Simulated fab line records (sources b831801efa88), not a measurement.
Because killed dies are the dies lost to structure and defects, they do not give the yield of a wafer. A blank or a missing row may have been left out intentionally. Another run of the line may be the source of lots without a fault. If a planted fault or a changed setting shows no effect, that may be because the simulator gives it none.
Chamber matching :: flow sky130 :: 4 sister chambers for SKY_POLY_GATE_ETCH_17 on rie-si-01
The step etches poly-Si in HBr/Cl2, stops on SiO2, target depth 180 nm, time 70.5 s. 8 wafers are shown with their chamber, then 6 later ones without.

== EACH WAFER AND ITS CHAMBER ==
wafer: L913.2
chamber: 2
drypump-motor-current-A (A): 5.9
he-backside-leak-sccm (sccm): 2.4

wafer: L913.3
chamber: 1
drypump-motor-current-A (A): 5.7
he-backside-leak-sccm (sccm): 2.7

wafer: L916.6
chamber: 3
drypump-motor-current-A (A): 5.6
he-backside-leak-sccm (sccm): 2.4

wafer: L918.1
chamber: 0
drypump-motor-current-A (A): 4.9
he-backside-leak-sccm (sccm): 2.4

wafer: L918.5
chamber: 2
drypump-motor-current-A (A): 5.8
he-backside-leak-sccm (sccm): 2.4

wafer: L918.6
chamber: 3
drypump-motor-current-A (A): 5.6
he-backside-leak-sccm (sccm): 2.4

wafer: L925.1
chamber: 0
drypump-motor-current-A (A): 4.9
he-backside-leak-sccm (sccm): 2.4

wafer: L925.4
chamber: 1
drypump-motor-current-A (A): 5.6
he-backside-leak-sccm (sccm): 2.9

== WAFERS MISSING THEIR CHAMBER ==
wafer: L931.1
drypump-motor-current-A (A): 4.9
he-backside-leak-sccm (sccm): 2.6

wafer: L931.2
drypump-motor-current-A (A): 5.6
he-backside-leak-sccm (sccm): 2.4

wafer: L931.6
drypump-motor-current-A (A): 5.6
he-backside-leak-sccm (sccm): 2.4

wafer: L933.1
drypump-motor-current-A (A): 5.7
he-backside-leak-sccm (sccm): 2.6

wafer: L933.4
drypump-motor-current-A (A): 4.9
he-backside-leak-sccm (sccm): 2.5

wafer: L933.6
drypump-motor-current-A (A): 5.9
he-backside-leak-sccm (sccm): 2.3

== CHAMBER TAKEN BY EACH ==
wafer: L931.1
from the rows above: 0
in truth: 0

wafer: L931.2
from the rows above: 3
in truth: 3

wafer: L931.6
from the rows above: 3
in truth: 3

wafer: L933.1
from the rows above: can't be placed: 1 or 3 or 2
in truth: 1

wafer: L933.4
from the rows above: 0
in truth: 0

wafer: L933.6
from the rows above: 2
in truth: 2
Correctly placed: 5 of 6. Cannot be placed on the basis of these rows: 1; the candidates contain the true chamber in 1. Wrongly placed: 0.
How it was worked out, from the rows above alone: a wafer's distance from a chamber is the root of the sum, over the readings, of the square of ((its reading less the chamber's mean) divided by the reading's scatter). If the next closest chamber is less than 2 further off than the closest, the wafer can't be placed; otherwise it belongs to the closest. For every chamber, the mean is computed from those of its wafers that are shown. The scatter is the square root of a quotient: the sum, over the shown wafers, of each reading's squared deviation from its chamber's mean, divided by wafers minus chambers.
